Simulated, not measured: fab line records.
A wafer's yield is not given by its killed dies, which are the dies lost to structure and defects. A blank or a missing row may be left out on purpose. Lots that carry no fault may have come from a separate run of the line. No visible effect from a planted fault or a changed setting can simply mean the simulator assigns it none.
Chamber matching | flow sky130 | SKY_VIA4_CMP_21 on cmp-01 has 4 sister chambers
The step polishes, stops on SiO2, t overpolish 25 s, target thk 0 nm. 18 wafers are shown with their chamber, then 9 later ones without.

## EACH WAFER AND ITS CHAMBER
wafer  | chamber | motor current A (A) | time to endpoint s (s) | overpolish run s (s)
L567.2 | 0       | 11.4                | 126                    | 25.010
L567.3 | 1       | 9.7                 | 118                    | 24.997
L567.6 | 3       | 11.1                | 117                    | 25.011
L572.1 | 3       | 11.3                | 126                    | 24.992
L572.2 | 0       | 11.0                | 128                    | 24.988
L572.4 | 1       | 9.9                 | 127                    | 25.004
L575.2 | 1       | 9.9                 | 119                    | 25.005
L575.4 | 3       | 11.3                | 116                    | 24.994
L575.6 | 1       | 9.6                 | 120                    | 24.993
L574.1 | 3       | 11.1                | 123                    | 25.002
L574.4 | 0       | 11.2                | 129                    | 25.002
L574.5 | 1       | 9.8                 | 124                    | 25.016
L576.2 | 0       | 10.8                | 130                    | 25.015
L576.4 | 3       | 11.6                | 119                    | 25.008
L576.5 | 0       | 11.4                | 126                    | 25.005
L579.1 | 2       | 12.2                | 122                    | 25.000
L579.2 | 3       | 11.7                | 121                    | 25.013
L579.6 | 3       | 11.4                | 124                    | 24.996

SIGNATURES (means of the wafers above)
reading            | chamber 0 | chamber 1 | chamber 2 | chamber 3 | scatter within a chamber
motor current A    | 11.160    | 9.780     | 12.200    | 11.357    | 0.217
time to endpoint s | 127.80    | 121.60    | 122.00    | 120.86    | 3.3
overpolish run s   | 25.00400  | 25.00300  | 25.00000  | 25.00229  | 0.00912
Rule: for a wafer and a chamber, the distance is found by dividing, reading by reading, the gap between the wafer's reading and the chamber's mean by the reading's scatter, squaring, summing and taking the root. The wafer belongs to the nearest chamber; if the next one is less than 2 further off, it can't be placed. The scatter is the square root of a quotient: the sum, over the shown wafers, of each reading's squared deviation from its chamber's mean, divided by wafers minus chambers.

## WAFERS WHOSE CHAMBER IS MISSING
wafer  | motor current A (A) | time to endpoint s (s) | overpolish run s (s)
L580.1 | 11.7                | 118                    | 25.005
L580.2 | 9.9                 | 130                    | 24.989
L580.6 | 11.7                | 127                    | 25.024
L581.1 | 9.9                 | 124                    | 24.992
L581.3 | 11.0                | 125                    | 25.015
L581.6 | 11.7                | 125                    | 24.985
L589.2 | 10.0                | 129                    | 25.007
L589.4 | 11.0                | 134                    | 25.009
L589.5 | 9.7                 | 127                    | 25.000

## CHAMBER TAKEN BY EACH
wafer  | from the rows above          | in truth
L580.1 | can't be placed: 3 or 2      | 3
L580.2 | 1                            | 1
L580.6 | can't be placed: 0 or 3 or 2 | 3
L581.1 | 1                            | 1
L581.3 | can't be placed: 0 or 3      | 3
L581.6 | can't be placed: 3 or 2 or 0 | 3
L589.2 | 1                            | 1
L589.4 | 0                            | 0
L589.5 | 1                            | 1
Placed correctly: 5 of 9. These rows do not allow placing 4 (true chamber among the candidates in 4). 0 placed wrongly.
